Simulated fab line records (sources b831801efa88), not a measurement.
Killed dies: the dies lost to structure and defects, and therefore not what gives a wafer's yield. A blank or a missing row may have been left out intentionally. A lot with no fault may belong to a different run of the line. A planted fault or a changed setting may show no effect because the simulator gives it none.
A struck lot beside a sound one    flow gf180mcu    18 out of 602 route steps
Sound: these wafers, L843.3, L843.4, L843.5. Struck: wafers L854.1, L854.3. (L854.2 of the same lot was not struck and is left out.) The cause comes at the end.
Per side, at each step with rows, come the tool, then ch with its chambers, and then its first start. Under that, the readings that differ: sound wafers    struck wafers    difference of the means    sigmas: that difference in standard deviations of wafers without a fault.
alike: words and numbers the same on both sides, and readings whose means are apart by under 2 such deviations; not compared: readings that were withheld, readings missing a value for some wafer, numbers with overlapping values and no deviation given by the record, and bounds like >300 which may hide the same value.
Wherever a step has rows on one side only, a row that says differs or no value, or a row with sigmas, the two part there. Numbers that don't overlap but have no deviation are shown without sigmas and don't part them. A reading missing from all wafers of one side parts the sides only when that side holds two or more wafers.

first, 2 steps without rows for these wafers: GF_CONTACT_PEB_12 (peb time 90 s); GF_CONTACT_DEVELOP_13 (develop time 60 s).
GF_CONTACT_CD_MEAS_14: the cd target is 220 nm.
  struck on cd_sem-01, day 21 02:14; sound on cd_sem-02, day 16 19:59
reading     sound              struck       difference  sigmas
cd_nm (nm)  221.4 221.0 223.6  217.3 217.1  -4.8        -3
GF_CONTACT_OVL_MEAS_15:
  struck on overlay-02, day 21 02:22; sound on overlay-01, day 16 20:05
reading           sound   struck  difference  sigmas
CONTACT_OVL (nm)  1 9 -5  -14 -6  -12         -3
GF_CONTACT_ETCH_16: etches BARC in N2/H2.
  sound on rie_diel-04 ch 1,2,3, day 16 20:06; struck on rie_diel-04 ch 0,2, day 21 02:24
  alike: bias_w, drypump_motor_current_A, oes_product_au, throttle_valve_pct
GF_CONTACT_ETCH_17: etches SiO2 in C4F8/O2/Ar, stops on CoSi2, target depth 860 nm.
  sound: rie_diel-04 ch 1,2,3; struck: rie_diel-04 ch 0,2
  alike: bias_w, oes_product_au
GF_CONTACT_STRIP_18: strips in O2/N2.
  sound on plasma_asher-04 ch 0,1, day 16 20:18; struck on plasma_asher-04 ch 0,1, day 21 02:34
  alike: drypump_motor_current_A, heater_power_w, oes_product_au
  not compared: rf_hours_counter_h
then, 3 steps without rows for these wafers: GF_CONTACT_CLEAN_19 (cleans in SPM); GF_CONTACT_CLEAN_20 (cleans in DIW); GF_CONTACT_CLEAN_21 (cleans in dHF, time 20 s).
GF_CONTACT_SPUTTER_22: material Ti, target thk 15 nm, time 80.02 s.
  struck on pvd_sputter-02, day 21 02:52; sound on pvd_sputter-03, day 16 20:34
  alike: throttle_valve_pct
then, 1 step without rows for these wafers: GF_CONTACT_SPUTTER_23 (material TiN, target thk 10 nm, time 40 s).
GF_CONTACT_CVD_24: deposits W, target thk 300 nm, time 90.339 s.
  sound on cvd_w-01 ch 0,1, day 16 20:41; struck on cvd_w-02 ch 0,1, day 21 02:58
reading                                sound              struck       difference  sigmas
model.W_of_CONTACT_CVD_24.thk_nm (nm)  299.8 299.2 299.5  230.3 227.9  -70.4       
  alike: heater_power_outer_w, heater_power_w
GF_CONTACT_RS_MEAS_25: the measuring method here is four-point-probe.
  struck on film_metro-01, day 21 03:31; sound on film_metro-04, day 16 20:48
reading                sound              struck       difference  sigmas
CONTACT_W_RS (ohm/sq)  0.383 0.383 0.384  0.500 0.505  +0.119      +24
  not compared: hold
GF_CONTACT_THK_MEAS_26: measures by xrf.
  struck on film_metro-01, day 21 08:26; sound on film_metro-04, day 16 20:54
reading             sound        struck   difference  sigmas
CONTACT_W_THK (nm)  298 296 297  226 223  -72         -17
  not compared: hold
GF_CONTACT_CMP_27: polishes, stops on SiO2, t overpolish 15 s, target thk 0 nm.
  sound on cmp-01 ch 0,2, day 16 20:59; struck on cmp-02 ch 0,3, day 21 10:40
reading                 sound     struck                                             difference                    sigmas
hold                    - - -     await_dispo/2.1h/release await_dispo/2.1h/release  no value on the sound wafers  
time_to_endpoint_s (s)  66 70 65  56 56                                              -11                           -3
  alike: motor_current_A
GF_M1_SPUTTER_00: material Ti, target thk 37.5 nm, time 150 s.
  struck on pvd_sputter-01, day 21 10:55; sound on pvd_sputter-04, day 16 21:14
  alike: throttle_valve_pct
-- the record jumps here: 11 days lie between the struck wafers' starts before and after (it left off in module M1 and takes up again in module PASSIVATION, whose first step shown is number 602 of the route) --
GF_PASSIVATION_PROBE_99:
  only the struck wafers here have rows in the record (prober-02, day 32 20:18); the sound ones have none

== WHERE THEY PART ==
Last at GF_PASSIVATION_PROBE_99 as far as this record goes, first at GF_CONTACT_CD_MEAS_14.

WHY: what had been put in by the simulator
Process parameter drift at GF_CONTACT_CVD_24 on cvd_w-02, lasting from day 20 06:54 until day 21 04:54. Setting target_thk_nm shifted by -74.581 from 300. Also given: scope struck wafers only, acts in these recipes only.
